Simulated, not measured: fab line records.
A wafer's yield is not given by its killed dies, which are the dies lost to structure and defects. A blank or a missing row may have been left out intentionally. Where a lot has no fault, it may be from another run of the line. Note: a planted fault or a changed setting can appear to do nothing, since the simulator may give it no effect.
Comparing a struck lot with a sound one + flow sky130 + 18 out of 708 route steps
Sound: wafers L991.1, L991.2, L991.6. Struck: wafers L997.1, L997.2. (L997.3 of the same lot was not struck and is left out.) The cause comes at the end.
Per side, at each step with rows, come the tool, then ch with its chambers, and then its first start. Under that, the readings that differ: sound wafers + struck wafers + difference of the means + sigmas: that difference in standard deviations of wafers without a fault.
alike: readings with means less than 2 such deviations apart, plus words and numbers identical on both sides. not compared: withheld readings, readings lacking a value on some wafer, bounds such as >300 that could conceal the same value, and numbers that have no deviation in the record and whose values overlap.
The two part at a step that has a row with sigmas, a row that says differs or no value, or rows on one side only. Numbers that have no deviation but don't overlap get no sigmas and don't part them. A reading that every wafer of one side lacks parts them only if that side has two wafers or more.

first, 1 step without rows for these wafers: SKY_FIELD_ISO_DEVELOP_12 (develop time 60 s).
SKY_FIELD_ISO_CD_MEAS_13 targets a cd of 150 nm.
  sound: cd_sem-01 at day 2 15:14; struck: cd_sem-02 at day 3 21:32
  alike: cd_nm
SKY_FIELD_ISO_ETCH_14: etches BARC in N2/H2, stops on SiO2, time 45.9 s, target depth 60 nm.
  sound on rie_diel-02 ch 0,2, day 2 15:21; struck on rie_diel-02 ch 1,3, day 3 21:40
  alike: drypump_motor_current_A, oes_product_au, throttle_valve_pct
  not compared: rf_hours_counter_h
SKY_FIELD_ISO_ETCH_15: etches the open film in CHF3/O2, stops on Si, target depth 180 nm, time 72 s.
  sound on rie_diel-02 ch 0,2, day 2 15:23; struck on rie_diel-02 ch 1,3, day 3 21:42
  alike: drypump_motor_current_A, oes_product_au, throttle_valve_pct
  not compared: rf_hours_counter_h
SKY_FIELD_ISO_STRIP_16: strips in O2/N2.
  sound on plasma_asher-01 ch 0,1, day 2 15:27; struck on plasma_asher-02 ch 0,1, day 3 21:46
  alike: drypump_motor_current_A, oes_product_au, strip_time_to_endpoint_s
  not compared: rf_hours_counter_h
SKY_FIELD_ISO_ETCH_17: etches Si in HBr/Cl2/O2, target depth 342 nm, time 97.7 s.
  sound on rie_si-02 ch 1,2, day 2 15:33; struck on rie_si-02 ch 1,3, day 3 21:52
  alike: drypump_motor_current_A, oes_product_au, throttle_valve_pct
  not compared: rf_hours_counter_h
then, 5 steps without rows for these wafers: SKY_FIELD_ISO_WET_ETCH_18 (etches Si3N4 in H3PO4, target depth 25 nm, time 286 s); SKY_FIELD_ISO_CLEAN_19 (cleans in SC1/SC2, time 150 s); SKY_FIELD_ISO_CLEAN_20 (cleans in dHF, time 20 s); SKY_FIELD_ISO_WET_ETCH_21 (etches SiO2 in dHF, target depth 20 nm, time 400 s); SKY_FIELD_ISO_OXIDATION_22 (stabilise 600 s, purge 300 s, target thk 10 nm).
SKY_FIELD_ISO_THK_MEAS_23:
  sound: film_metro-02 at day 2 17:43; struck: film_metro-03 at day 4 00:56
  alike: FIELD_ISO_OXIDATION_01_THK
SKY_FIELD_ISO_CVD_24: deposits SiO2, target thk 595 nm, time 99.2 s.
  sound on hdpcvd-02 ch 0,1,2, day 2 17:47; struck on hdpcvd-02 ch 1,2, day 4 01:00
| reading                                    | sound             | struck    | difference | sigmas |
|--------------------------------------------|-------------------|-----------|------------|--------|
| model.SiO2_of_FIELD_ISO_CVD_24.thk_nm (nm) | 599.9 603.1 595.5 | 1073 1076 | +475       |        |
SKY_FIELD_ISO_THK_MEAS_25:
  sound: film_metro-02 at day 2 17:52; struck: film_metro-03 at day 4 01:04
| reading                   | sound       | struck    | difference | sigmas |
|---------------------------|-------------|-----------|------------|--------|
| FIELD_ISO_CVD_24_THK (nm) | 600 603 596 | 1074 1077 | +476       | +67    |
then, 1 step without rows for these wafers: SKY_FIELD_ISO_ANNEAL_26 (time 1800 s).
SKY_FIELD_ISO_CMP_27: polishes, stops on Si3N4, t overpolish 16 s, target thk 457.8 nm.
  sound on cmp-01 ch 1,2, day 2 20:46; struck on cmp-01 ch 2,3, day 4 03:58
| reading                | sound       | struck  | difference | sigmas |
|------------------------|-------------|---------|------------|--------|
| time_to_endpoint_s (s) | 100 111 111 | 201 202 | +94        | +20    |
  alike: motor_current_A
then, 1 step without rows for these wafers: SKY_FIELD_ISO_WET_ETCH_28 (etches SiO2 in dHF, target depth 23.7 nm, time 47 s).
-- here the record skips 44 days between the struck wafers' starts before and after, leaving off in module FIELD_ISO and picking up in module PAD_OPEN (first step shown: number 708 of the route) --
SKY_PAD_OPEN_PROBE_99:
  sound: prober-02 at day 46 12:43; struck: prober-02 at day 47 17:40
| reading            | sound    | struck | difference | sigmas |
|--------------------|----------|--------|------------|--------|
| killed_at_M0_to_M3 | 51 43 48 | 31 34  | -15        | -2     |
  alike: killed_at_M4_up, killed_at_contacts, killed_at_front_end, killed_at_other, killed_dies, killed_open, killed_short

WHERE THEY PART
Earliest at SKY_FIELD_ISO_THK_MEAS_25; latest, in this record, at SKY_PAD_OPEN_PROBE_99.

WHY: what the simulator had put in
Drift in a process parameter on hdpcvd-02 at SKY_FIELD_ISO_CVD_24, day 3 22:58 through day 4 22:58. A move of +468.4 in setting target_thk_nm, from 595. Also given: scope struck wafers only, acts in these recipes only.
